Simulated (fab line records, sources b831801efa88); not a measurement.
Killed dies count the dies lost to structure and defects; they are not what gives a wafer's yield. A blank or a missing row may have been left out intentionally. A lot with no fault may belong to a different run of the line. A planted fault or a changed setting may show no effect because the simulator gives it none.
Chamber matching / flow sky130 / 4 sister chambers for SKY_VIA3_CMP_24 on cmp-01
The step polishes, stops on SiO2, t overpolish 20 s, target thk 0 nm. 8 wafers are shown with their chamber, then 7 later ones without.

== WAFERS WITH THEIR CHAMBER ==
wafer=L234.6; chamber=3; motor-current-A (A)=12.4; time-to-endpoint-s (s)=100
wafer=L246.1; chamber=2; motor-current-A (A)=10.2; time-to-endpoint-s (s)=91
wafer=L246.5; chamber=0; motor-current-A (A)=10.7; time-to-endpoint-s (s)=90
wafer=L251.1; chamber=1; motor-current-A (A)=10.5; time-to-endpoint-s (s)=94
wafer=L251.2; chamber=0; motor-current-A (A)=10.1; time-to-endpoint-s (s)=88
wafer=L251.6; chamber=1; motor-current-A (A)=10.3; time-to-endpoint-s (s)=90
wafer=L252.1; chamber=2; motor-current-A (A)=10.0; time-to-endpoint-s (s)=84
wafer=L252.5; chamber=3; motor-current-A (A)=11.3; time-to-endpoint-s (s)=94

== WAFERS WITHOUT THEIR CHAMBER ==
wafer=L252.6; motor-current-A (A)=10.2; time-to-endpoint-s (s)=82
wafer=L255.1; motor-current-A (A)=11.5; time-to-endpoint-s (s)=96
wafer=L255.2; motor-current-A (A)=10.8; time-to-endpoint-s (s)=93
wafer=L255.5; motor-current-A (A)=10.5; time-to-endpoint-s (s)=92
wafer=L254.1; motor-current-A (A)=11.5; time-to-endpoint-s (s)=99
wafer=L254.2; motor-current-A (A)=10.2; time-to-endpoint-s (s)=87
wafer=L254.4; motor-current-A (A)=10.7; time-to-endpoint-s (s)=91

== CHAMBER TAKEN BY EACH ==
wafer=L252.6; from the rows above=can't be placed: 2 or 0 or 1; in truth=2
wafer=L255.1; from the rows above=can't be placed: 3 or 1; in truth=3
wafer=L255.2; from the rows above=can't be placed: 1 or 0 or 2 or 3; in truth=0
wafer=L255.5; from the rows above=can't be placed: 1 or 0 or 2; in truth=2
wafer=L254.1; from the rows above=3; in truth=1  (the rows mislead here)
wafer=L254.2; from the rows above=can't be placed: 2 or 0 or 1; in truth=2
wafer=L254.4; from the rows above=can't be placed: 1 or 0 or 2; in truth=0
Placed correctly: 0 of 7. From these rows, 6 cannot be placed; in 6 the true chamber is one of the candidates. Placed wrongly: 1.
How it was worked out, from the rows above alone: a wafer's distance from a chamber is the root of the sum, over the readings, of the square of ((its reading less the chamber's mean) divided by the reading's scatter). The wafer belongs to the nearest chamber; if the next one is less than 2 further off, it can't be placed. Each chamber's mean is taken over the wafers shown for it. The scatter: the root of (the sum of the squares of (reading less its chamber's mean) over the shown wafers, divided by (wafers less chambers)).
